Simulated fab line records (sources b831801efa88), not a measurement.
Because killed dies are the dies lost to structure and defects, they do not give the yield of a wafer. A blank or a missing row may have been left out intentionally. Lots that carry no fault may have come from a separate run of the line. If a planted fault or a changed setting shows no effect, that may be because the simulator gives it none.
Which tool did it?	flow sky130	72 wafers from 24 lots sampled at 6 of the route's 708 steps

## WHAT THE GAUGES READ, wafer by wafer
SKY_VIA2_THK_MEAS_23: measures by xrf.
lot	measured	on	VIA2_W_THK (nm)
L074	day 35 23:53	film metro-01	419 416 426
L075	day 36 09:57	film metro-03	431 428 434
L076	day 36 16:10	film metro-04	426 419 423
L077	day 36 23:07	film metro-04	419 419 422
L078	day 37 06:11	film metro-01	418 422 418
L079	day 39 00:31	film metro-03	434 432 430
L082	day 39 04:34	film metro-03	428 419 426
L081	day 39 01:53	film metro-01	433 429 432
L080	day 39 01:22	film metro-04	416 422 415
L084	day 39 06:22	film metro-01	432 435 425
L083	day 39 11:31	film metro-01	434 429 428
L085	day 40 05:48	film metro-03	413 419 422
L086	day 39 23:17	film metro-03	427 433 433
L087	day 40 06:28	film metro-03	420 423 416
L088	day 41 00:11	film metro-03	422 427 422
L089	day 41 18:45	film metro-04	416 423 421
L092	day 42 07:05	film metro-03	430 421 425
L090	day 42 08:26	film metro-01	431 432 429
L091	day 42 07:49	film metro-03	430 426 438
L093	day 42 16:20	film metro-03	420 419 416
L094	day 42 20:44	film metro-04	418 417 420
L095	day 43 07:35	film metro-03	412 418 402
L096	day 43 07:53	film metro-01	429 430 432
L097	day 44 00:56	film metro-04	415 407 412

SKY_CAP2M_RS_MEAS_03: uses a four-point probe to measure.
lot	measured	on	CAP2M_TIN_RS (ohm/sq)
L074	day 39 09:00	film metro-02	7.02 6.92 6.90
L075	day 39 17:22	film metro-04	6.79 6.87 6.86
L076	day 40 00:05	film metro-01	6.94 6.96 6.95
L077	day 40 06:46	film metro-04	6.94 6.92 6.90
L078	day 40 12:50	film metro-01	6.92 6.90 6.85
L079	day 42 08:52	film metro-04	6.98 7.03 7.01
L082	day 42 10:58	film metro-02	6.95 6.89 7.06
L081	day 42 09:26	film metro-04	6.92 6.85 6.86
L080	day 42 09:43	film metro-02	7.07 6.95 7.03
L084	day 42 11:49	film metro-02	7.07 7.11 7.03
L083	day 42 15:56	film metro-01	6.86 6.81 6.85
L085	day 43 10:14	film metro-01	6.86 6.89 6.90
L086	day 43 04:43	film metro-01	6.92 6.91 6.88
L087	day 43 10:53	film metro-04	6.93 6.93 6.99
L088	day 44 02:10	film metro-02	6.92 6.90 6.97
L089	day 44 16:32	film metro-04	6.87 6.88 6.93
L092	day 45 07:39	film metro-02	6.93 6.87 6.96
L090	day 45 09:47	film metro-04	7.00 7.01 6.97
L091	day 45 09:19	film metro-04	7.01 6.98 6.88
L093	day 45 16:12	film metro-02	7.02 7.04 7.02
L094	day 45 18:29	film metro-04	6.93 6.85 6.91
L095	day 46 05:09	film metro-02	6.90 6.85 6.93
L096	day 46 06:18	film metro-02	6.82 6.90 6.97
L097	day 46 19:58	film metro-02	6.85 6.86 6.86

## WHICH TOOL RAN EACH LOT (tool, then ch and the chambers of the sampled wafers, then the start)
lot	SKY_SONOS_ONO_STRIP_17	SKY_CONTACT_CMP_27	SKY_METAL2_SPUTTER_01	SKY_METAL2_DESCUM_17
L074	plasma asher-02 ch 0,1, day 12 15:01	cmp-01 ch 1,2,3, day 31 07:41	pvd sputter-02, day 33 16:08	rie metal-01 ch 0,1, day 34 19:26
L075	plasma asher-02 ch 0,1, day 12 19:01	cmp-02 ch 1,2,3, day 31 19:31	pvd sputter-01, day 34 04:00	rie metal-01 ch 0,1, day 35 06:17
L076	plasma asher-03 ch 0,1, day 13 04:52	cmp-02 ch 1,2,3, day 32 01:38	pvd sputter-02, day 34 10:02	rie metal-01 ch 0,1, day 35 12:22
L077	plasma asher-02 ch 0,1, day 13 08:59	cmp-02 ch 1,2, day 32 06:56	pvd sputter-02, day 34 16:32	rie metal-01 ch 0, day 35 19:03
L078	plasma asher-02 ch 0,1, day 13 16:19	cmp-01 ch 0,1,2, day 32 13:57	pvd sputter-01, day 34 22:52	rie metal-01 ch 0, day 36 01:55
L079	plasma asher-02 ch 0,1, day 15 08:53	cmp-02 ch 0,3, day 34 09:56	pvd sputter-01, day 36 18:39	rie metal-03 ch 0,1, day 37 20:30
L082	plasma asher-03 ch 0,1, day 15 13:58	cmp-01 ch 2,3, day 34 15:20	pvd sputter-04, day 36 22:48	rie metal-01 ch 0,1, day 38 00:27
L081	plasma asher-02 ch 0,1, day 15 15:02	cmp-02 ch 0,1,3, day 34 12:44	pvd sputter-01, day 36 20:25	rie metal-02 ch 0,1, day 37 22:10
L080	plasma asher-03 ch 0,1, day 15 15:11	cmp-01 ch 0,2,3, day 34 11:52	pvd sputter-02, day 36 19:19	rie metal-01 ch 0,1, day 37 21:35
L084	plasma asher-03 ch 0,1, day 16 00:02	cmp-02 ch 0,1,3, day 34 18:44	pvd sputter-04, day 37 00:58	rie metal-02 ch 0,1, day 38 02:38
L083	plasma asher-03 ch 0,1, day 16 04:16	cmp-01 ch 0,1, day 34 22:17	pvd sputter-02, day 37 06:10	rie metal-02 ch 0,1, day 38 08:20
L085	plasma asher-03 ch 0,1, day 16 16:31	cmp-02 ch 1,2, day 35 18:06	pvd sputter-02, day 38 00:46	rie metal-02 ch 0,1, day 39 03:08
L086	plasma asher-03 ch 0,1, day 16 19:17	cmp-02 ch 1,2,3, day 35 10:50	pvd sputter-04, day 37 18:07	rie metal-03 ch 0,1, day 38 20:24
L087	plasma asher-04 ch 0,1, day 16 22:32	cmp-02 ch 2,3, day 35 20:00	pvd sputter-04, day 38 02:48	rie metal-01 ch 0,1, day 39 03:59
L088	plasma asher-02 ch 0,1, day 17 21:34	cmp-01 ch 1,2, day 36 12:43	pvd sputter-04, day 38 19:15	rie metal-01 ch 0, day 39 20:55
L089	plasma asher-04 ch 0,1, day 18 14:10	cmp-02 ch 0,1,3, day 37 11:14	pvd sputter-02, day 39 17:06	rie metal-02 ch 0,1, day 40 17:04
L092	plasma asher-03 ch 0,1, day 19 06:04	cmp-02 ch 0,2,3, day 37 23:05	pvd sputter-02, day 40 04:35	rie metal-02 ch 0,1, day 41 04:43
L090	plasma asher-03 ch 0,1, day 19 07:26	cmp-01 ch 1,2, day 38 00:25	pvd sputter-01, day 40 05:36	rie metal-01 ch 0,1, day 41 06:01
L091	plasma asher-04 ch 0,1, day 19 07:37	cmp-02 ch 0,1, day 38 00:09	pvd sputter-02, day 40 05:14	rie metal-02 ch 0,1, day 41 05:43
L093	plasma asher-03 ch 0,1, day 20 02:46	cmp-01 ch 0,1,2, day 38 11:17	pvd sputter-04, day 40 16:51	rie metal-02 ch 0,1, day 41 15:41
L094	plasma asher-04 ch 0,1, day 20 11:25	cmp-02 ch 0,1,3, day 38 16:14	pvd sputter-02, day 40 20:11	rie metal-01 ch 0, day 41 20:28
L095	plasma asher-02 ch 0,1, day 20 15:40	cmp-02 ch 0,1,3, day 39 00:29	pvd sputter-04, day 41 05:02	rie metal-01 ch 0,1, day 42 04:50
L096	plasma asher-04 ch 0,1, day 20 16:52	cmp-02 ch 0,1,2, day 39 00:51	pvd sputter-02, day 41 05:31	rie metal-02 ch 0,1, day 42 05:10
L097	plasma asher-02 ch 0,1, day 20 21:22	cmp-01 ch 0,1,2, day 39 20:37	pvd sputter-04, day 42 00:42	rie metal-01 ch 0,1, day 42 23:46
- SKY_SONOS_ONO_STRIP_17: strips in O2/N2.
- SKY_CONTACT_CMP_27: polishes, stops on SiO2, t overpolish 15 s, target thk 0 nm.
- SKY_METAL2_SPUTTER_01: material TiN, target thk 20 nm, time 16.7 s.
- SKY_METAL2_DESCUM_17: chemistry O2, time 8 s.

## AS READ BY THE TOOLS THEMSELVES (means over the sampled wafers that have a number; for cases with no such wafer, the mark the record gives instead)
SKY_SONOS_ONO_STRIP_17.
lot	tool	drypump motor current A (A)	oes product au (a.u.)	strip time to endpoint s (s)
L074	plasma asher-02	5.6	0.706	14.06
L075	plasma asher-02	5.3	0.710	14.13
L076	plasma asher-03	5.4	0.711	14.04
L077	plasma asher-02	5.3	0.709	14.09
L078	plasma asher-02	5.3	0.709	14.08
L079	plasma asher-02	5.7	0.705	14.08
L082	plasma asher-03	5.4	0.711	14.16
L081	plasma asher-02	5.7	0.715	14.11
L080	plasma asher-03	5.4	0.710	14.11
L084	plasma asher-03	5.4	0.709	14.17
L083	plasma asher-03	5.5	0.714	14.07
L085	plasma asher-03	5.4	0.705	14.00
L086	plasma asher-03	5.5	0.709	14.12
L087	plasma asher-04	5.8	0.711	14.12
L088	plasma asher-02	5.7	0.711	14.07
L089	plasma asher-04	5.8	0.711	14.08
L092	plasma asher-03	5.5	0.708	14.10
L090	plasma asher-03	5.4	0.708	14.11
L091	plasma asher-04	5.8	0.711	14.11
L093	plasma asher-03	5.5	0.715	14.13
L094	plasma asher-04	5.8	0.712	14.10
L095	plasma asher-02	5.7	0.710	14.11
L096	plasma asher-04	5.8	0.709	14.20
L097	plasma asher-02	5.3	0.711	14.05

SKY_CONTACT_CMP_27.
lot	tool	motor current A (A)	overpolish run s (s)	retaining ring pressure frac	slurry filter dp kPa (kPa)	time to endpoint s (s)
L074	cmp-01	10.5	15.001	0.995	13.57	84.9
L075	cmp-02	10.3	14.994	0.997	13.44	82.1
L076	cmp-02	10.6	14.996	1.001	13.53	79.4
L077	cmp-02	10.6	15.000	1.002	13.43	81.1
L078	cmp-01	11.4	14.992	0.994	13.51	79.8
L079	cmp-02	10.7	15.003	0.996	13.64	83.8
L082	cmp-01	11.1	15.000	0.998	13.53	78.0
L081	cmp-02	10.3	15.003	0.998	13.68	82.4
L080	cmp-01	11.4	15.003	0.999	13.53	77.5
L084	cmp-02	10.7	14.997	1.003	13.53	82.8
L083	cmp-01	10.9	14.997	1.002	13.62	82.1
L085	cmp-02	10.1	14.989	0.996	13.55	77.3
L086	cmp-02	10.5	15.005	1.003	13.50	81.7
L087	cmp-02	10.9	15.005	1.002	13.65	79.9
L088	cmp-01	10.9	14.999	1.004	13.39	81.9
L089	cmp-02	10.6	15.004	1.001	13.37	78.6
L092	cmp-02	10.6	15.002	1.004	13.46	84.4
L090	cmp-01	11.9	14.994	1.001	13.45	82.9
L091	cmp-02	10.8	15.001	1.000	13.44	82.5
L093	cmp-01	11.2	15.006	0.996	13.56	82.3
L094	cmp-02	10.4	15.000	0.998	13.39	82.0
L095	cmp-02	10.1	15.005	1.005	13.57	83.0
L096	cmp-02	10.5	14.992	1.000	13.49	81.9
L097	cmp-01	11.3	14.993	0.998	13.43	85.6

SKY_METAL2_SPUTTER_01.
lot	tool	throttle valve pct (%)
L074	pvd sputter-02	29.3
L075	pvd sputter-01	29.9
L076	pvd sputter-02	29.6
L077	pvd sputter-02	29.7
L078	pvd sputter-01	29.9
L079	pvd sputter-01	29.7
L082	pvd sputter-04	30.3
L081	pvd sputter-01	29.9
L080	pvd sputter-02	29.6
L084	pvd sputter-04	29.2
L083	pvd sputter-02	29.4
L085	pvd sputter-02	29.6
L086	pvd sputter-04	30.3
L087	pvd sputter-04	30.3
L088	pvd sputter-04	30.5
L089	pvd sputter-02	30.0
L092	pvd sputter-02	29.6
L090	pvd sputter-01	30.1
L091	pvd sputter-02	29.4
L093	pvd sputter-04	29.2
L094	pvd sputter-02	29.2
L095	pvd sputter-04	29.3
L096	pvd sputter-02	29.3
L097	pvd sputter-04	30.3

SKY_METAL2_DESCUM_17.
lot	tool	drypump motor current A (A)	oes product au (a.u.)
L074	rie metal-01	5.4	1.008
L075	rie metal-01	5.4	1.010
L076	rie metal-01	5.6	1.005
L077	rie metal-01	5.3	1.012
L078	rie metal-01	5.3	1.014
L079	rie metal-03	6.0	1.012
L082	rie metal-01	5.6	1.000
L081	rie metal-02	5.0	1.000
L080	rie metal-01	5.6	1.000
L084	rie metal-02	5.0	0.999
L083	rie metal-02	5.0	0.999
L085	rie metal-02	5.0	1.005
L086	rie metal-03	6.0	1.003
L087	rie metal-01	5.4	1.006
L088	rie metal-01	5.3	1.008
L089	rie metal-02	5.0	1.006
L092	rie metal-02	4.9	1.004
L090	rie metal-01	5.6	1.002
L091	rie metal-02	4.9	0.998
L093	rie metal-02	5.0	0.997
L094	rie metal-01	5.3	1.003
L095	rie metal-01	5.6	0.996
L096	rie metal-02	5.0	1.002
L097	rie metal-01	5.6	0.989

## THE ANSWER, worked out from the rows above alone
Rule: usual is defined by the lots themselves. The widest of any qualifying gaps counts: lots, ordered by their means at a reading, are off when they make up no more than a third of the lots, leave a main group of 4 or more, and stand apart from it by 3 or more times the standard deviation of that group's means. The tables above print the reading to a certain number of digits; a main group whose means all agree to those digits is not used. A lot without any number at a reading at which 4 lots or more have one is off too. Where the step has rows for the other lots, those lots are counted as sound. The gauges are gone through in route order, then the tools' own readings, and for those a lot's mean is taken as printed above. At the first step where some lot is off, the reading lying furthest off is the one used; lots without a number count as furthest.
Nothing can be told from this: no lot is off at any reading shown.

## WHAT THE SIMULATOR HAD INSERTED
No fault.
